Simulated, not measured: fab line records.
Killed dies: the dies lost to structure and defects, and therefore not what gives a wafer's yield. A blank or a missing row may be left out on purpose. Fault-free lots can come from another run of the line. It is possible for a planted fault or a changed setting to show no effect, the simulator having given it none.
Struck lot and sound lot, side by side | flow sky130 | 15 out of 708 route steps
Sound: these wafers, L936.3, L936.5, L936.6. Struck: wafer L940.1 (left out: L940.2, L940.3 of the same lot, which were not struck); the cause appears at the end.
Order at every step that has rows: each side's tool, ch and its chambers, its first start. Under that, the readings that differ: sound wafers | struck wafers | difference of the means | sigmas: that difference in standard deviations of wafers without a fault.
alike: same words and numbers on both sides, and readings whose means sit less than 2 such deviations apart. not compared: any withheld reading, any reading some wafer has no value for, any bound like >300 that may hide the same value, and any number with overlapping values for which the record gives no deviation.
Wherever a step has rows on one side only, a row that says differs or no value, or a row with sigmas, the two part there. Numbers that don't overlap but have no deviation are shown without sigmas and don't part them. A reading that every wafer of one side lacks parts them only if that side has two wafers or more.

SKY_FIELD_ISO_THK_MEAS_02:
  sound on film-metro-01, day 1 18:52; struck on film-metro-02, day 2 13:20
  alike: FIELD_ISO_OXIDATION_00_THK
then, 1 step without rows for these wafers: SKY_FIELD_ISO_CVD_03 (deposits Si3N4 from DCS/NH3, target thk 165 nm, time 2830 s).
SKY_FIELD_ISO_THK_MEAS_04:
  sound on film-metro-02, day 1 21:26; struck on film-metro-01, day 2 15:11
  alike: FIELD_ISO_CVD_03_THK
then, 8 steps without rows for these wafers: SKY_FIELD_ISO_DEHYDRATE_05 (time 60 s); SKY_FIELD_ISO_HMDS_06 (prime time 60 s); SKY_FIELD_ISO_COAT_07 (resist thk 60 nm); SKY_FIELD_ISO_COAT_08 (resist thk 450 nm); SKY_FIELD_ISO_SOFTBAKE_09 (time 90 s); SKY_FIELD_ISO_EXPOSE_10 (exposes mask FOM, target cd 150 nm); SKY_FIELD_ISO_PEB_11; SKY_FIELD_ISO_DEVELOP_12 (develop time 60 s).
SKY_FIELD_ISO_CD_MEAS_13: the cd target is 150 nm.
  sound on cd-sem-02, day 2 12:28; struck on cd-sem-01, day 3 06:37
  reading    | sound             | struck | difference | sigmas
  cd-nm (nm) | 147.9 148.1 149.7 | 151.9  | +3.3       | +2
SKY_FIELD_ISO_ETCH_14: etches BARC in N2/H2, stops on SiO2, time 45.9 s, target depth 60 nm.
  sound on rie-diel-01 ch 1,3, day 2 12:33; struck on rie-diel-02 ch 1, day 3 06:44
  reading               | sound             | struck | difference | sigmas
  oes-product-au (a.u.) | 0.860 0.846 0.855 | 0.829  | -0.025     | -5
  run-length-s (s)      | 73.3 73.6 73.8    | 76.0   | +2.4       | +6
  alike: drypump-motor-current-A, throttle-valve-pct
  not compared: rf-hours-counter-h
SKY_FIELD_ISO_ETCH_15: etches the open film in CHF3/O2, stops on Si, target depth 180 nm, time 72 s.
  sound on rie-diel-01 ch 1,3, day 2 12:35; struck on rie-diel-02 ch 1, day 3 06:47
  reading               | sound             | struck | difference | sigmas
  oes-product-au (a.u.) | 0.937 0.938 0.940 | 0.953  | +0.015     | +3
  alike: drypump-motor-current-A, run-length-s, throttle-valve-pct
  not compared: rf-hours-counter-h
-- a jump in the record: the struck wafers' starts before and after are 44 days apart (it breaks off in module FIELD_ISO and resumes in module PAD_OPEN, where the first step shown is number 708 of the route) --
SKY_PAD_OPEN_PROBE_99:
  sound on prober-02, day 46 04:47; struck on prober-02, day 47 03:11
  reading            | sound    | struck | difference | sigmas
  killed-at-contacts | 22 19 27 | 35     | +12        | +2
  killed-short       | 45 42 45 | 29     | -15        | -2
  alike: killed_at_M0_to_M3, killed_at_M4_up, killed-at-front-end, killed-at-other, killed-dies, killed-open

WHERE THEY PART
First at SKY_FIELD_ISO_CD_MEAS_13; last, within this record, at SKY_PAD_OPEN_PROBE_99.

WHY: whatever the simulator had introduced
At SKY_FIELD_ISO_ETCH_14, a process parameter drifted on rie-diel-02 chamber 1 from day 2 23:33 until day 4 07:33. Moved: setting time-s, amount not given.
